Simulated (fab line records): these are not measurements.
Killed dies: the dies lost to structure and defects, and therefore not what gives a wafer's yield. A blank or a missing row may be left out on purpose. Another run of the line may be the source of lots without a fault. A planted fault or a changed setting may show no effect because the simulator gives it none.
Problem report, 8D (eight disciplines) form, completed by code -- flow sky130 -- the parts of the form that need people (team, actions taken, sign-off) are left out

1. PROBLEM STATEMENT
SD_N_TW at SKY_SD_N_TW_MEAS_12 reads a mean of 30 on 3 wafers of 1 lot; wafers without a fault read 3985 with a standard deviation of 32. That is -99 or more standard deviations from the usual mean.
Seen first at day 30 07:59 on film_metro-04, wafer L971.1. Wafers with a number at this step in the record: 33, from 11 lots. The rule behind "out" and "out of limits": a value lying over 4 standard deviations away from the usual mean. The rest of the wafers with a number are treated as sound.

2. WHAT IT IS AND WHAT IT IS NOT
question,is,is not
which readings at this step,SD_N_TW,-
which lots,L971,"L967, L970, L977, L979, L981, L983, L985, L986, L987, L988"
which wafers of those lots,all that have a number,-
read on which gauges,film_metro-04,"film_metro-02, film_metro-03"
when,from day 30 07:59,"up to then (6 sound wafers); but 24 sound wafers of L977, L979, L981, L983, L985, L986, L987, L988 came after"

3. THE SUSPECTS, EACH WITH WHAT RULES IT OUT
Counting: a tool at a process step up to the reading stays a suspect if it ran every lot that is out and no sound lot after the first of them.
- the gauge at SKY_SD_N_TW_MEAS_12 is ruled out. All the wafers that are out were read on film_metro-04, but those of them that SKY_RES_XHIGH_STRIP_08 has rows for are out there too, on other tools.
- plasma_asher-02 at SKY_RES_XHIGH_STRIP_08 (strips in O2/N2): ruled out as a lasting fault. Sound lots L985 ran on it after its first lot that is out, L971 (day 29 03:22).
- plasma_asher-03 at SKY_SD_N_STRIP_11 (strips in O2/N2): ruled out as a lasting fault. Sound lots L979, L981, L985 ran on it after its first lot that is out, L971 (day 30 07:53).
Left after counting: nothing in the record.

4. THE CAUSE (what the simulator had put in)
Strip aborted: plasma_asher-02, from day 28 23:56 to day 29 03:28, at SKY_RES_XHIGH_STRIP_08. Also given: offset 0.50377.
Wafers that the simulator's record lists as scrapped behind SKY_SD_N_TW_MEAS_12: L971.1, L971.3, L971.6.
The count ruled it out by mistake, since the rule takes a fault to strike every lot its tool runs from the start of the fault on, and this one did not do so.

5. THE CHAIN OF EFFECTS, in route order
One row per reading whose mean, taken over the struck wafers that have a number, lies over 3 standard deviations from the usual. Only readings whose record carries a usual standard deviation are examined. hours: median over the lots of the time between each lot's start at the first step of this table that gives one and its start at this step. sigmas: the change, counted in usual standard deviations.
hours,step,reading,usual,on struck wafers,change,sigmas
0,SKY_RES_XHIGH_STRIP_08,oes_product_au,0.711 a.u.,0.944,+0.233,+58
29,SKY_SD_N_STRIP_11,oes_product_au,0.527 a.u.,0.558,+0.031,+6.8
29,SKY_SD_N_STRIP_11,strip_time_to_endpoint_s,22.56 s,26.15,+3.59,+90
29,SKY_SD_N_TW_MEAS_12,SD_N_TW,3985,30,-3955,-99 or more
Its process steps:
- SKY_RES_XHIGH_STRIP_08: strips in O2/N2.
- SKY_SD_N_STRIP_11: strips in O2/N2.
Readings that are blank on the struck wafers while sound wafers have them: strip_time_to_endpoint_s at SKY_RES_XHIGH_STRIP_08.

6. HOW IT WOULD HAVE BEEN CAUGHT EARLIER
The first out-of-limits reading at a measuring or inspecting step in this record came at day 30 07:59, 32 hours after the fault's start at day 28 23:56.
The tool's own readings at SKY_RES_XHIGH_STRIP_08 were out on every struck wafer that the step has a row for (oes_product_au): an alarm limit on them would have fired on the first of those.
